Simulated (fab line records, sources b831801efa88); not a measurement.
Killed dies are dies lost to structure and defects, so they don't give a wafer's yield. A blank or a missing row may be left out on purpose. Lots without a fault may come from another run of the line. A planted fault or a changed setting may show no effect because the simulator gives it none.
Which tool did it? | flow gf180mcu | 6 lots, 18 wafers sampled, at 3 steps of a route of 602

WHAT THE GAUGES READ, wafer by wafer
GF_CONTACT_THK_MEAS_01.
lot  | measured     | on            | CONTACT_CVD_00_THK (nm)
L887 | day 15 21:11 | film_metro-04 | 303 303 304
L892 | day 17 16:43 | film_metro-01 | 298 296 294
L902 | day 21 12:13 | film_metro-01 | 298 298 295
L904 | day 22 03:26 | film_metro-02 | 300 302 304
L906 | day 22 15:58 | film_metro-01 | 296 306 297

WHICH TOOL RAN EACH LOT (tool, then ch and the chambers of the sampled wafers, then the start)
lot  | GF_POLY_GATE_ETCH_13             | GF_POLY_GATE_STRIP_14
L887 | rie_si-02 ch 0,2, day 9 18:25    | plasma_asher-03 ch 0,1, day 9 18:28
L892 | rie_si-02 ch 0,3, day 11 07:43   | plasma_asher-02 ch 0,1, day 11 07:47
L896 | rie_si-01 ch 0,1,2, day 12 10:13 | plasma_asher-02 ch 0, day 12 10:17
L902 | rie_si-01 ch 0,1,3, day 14 10:03 | plasma_asher-03 ch 0, day 14 10:07
L904 | rie_si-01 ch 0,2,3, day 14 23:43 | plasma_asher-03 ch 0,1, day 14 23:47
L906 | rie_si-01 ch 0,1,3, day 15 11:51 | plasma_asher-04 ch 0,1, day 15 11:55
- GF_POLY_GATE_ETCH_13: etches poly-Si in HBr/Cl2, stops on SiO2, target depth 198.5 nm, time 69.6 s.
- GF_POLY_GATE_STRIP_14: strips in O2/N2.

THE ANSWER, worked out from the rows above alone
Rule: what is usual is taken from the lots themselves. Put in order of their means at a reading, lots are off if they are a third of the lots or fewer, leave a main group of 4 or more, and stand apart from it by a gap of 3 or more times the standard deviation of the main group's means; of several such gaps the widest counts. A main group whose means are all the same, to the digits that the tables above print for the reading, isn't used. A lot without any number at a reading at which 4 lots or more have one is off too. The other lots that the step has rows for count as sound.
No lot is off at any reading shown: from this, nothing can be told.

WHAT THE SIMULATOR HAD PUT IN
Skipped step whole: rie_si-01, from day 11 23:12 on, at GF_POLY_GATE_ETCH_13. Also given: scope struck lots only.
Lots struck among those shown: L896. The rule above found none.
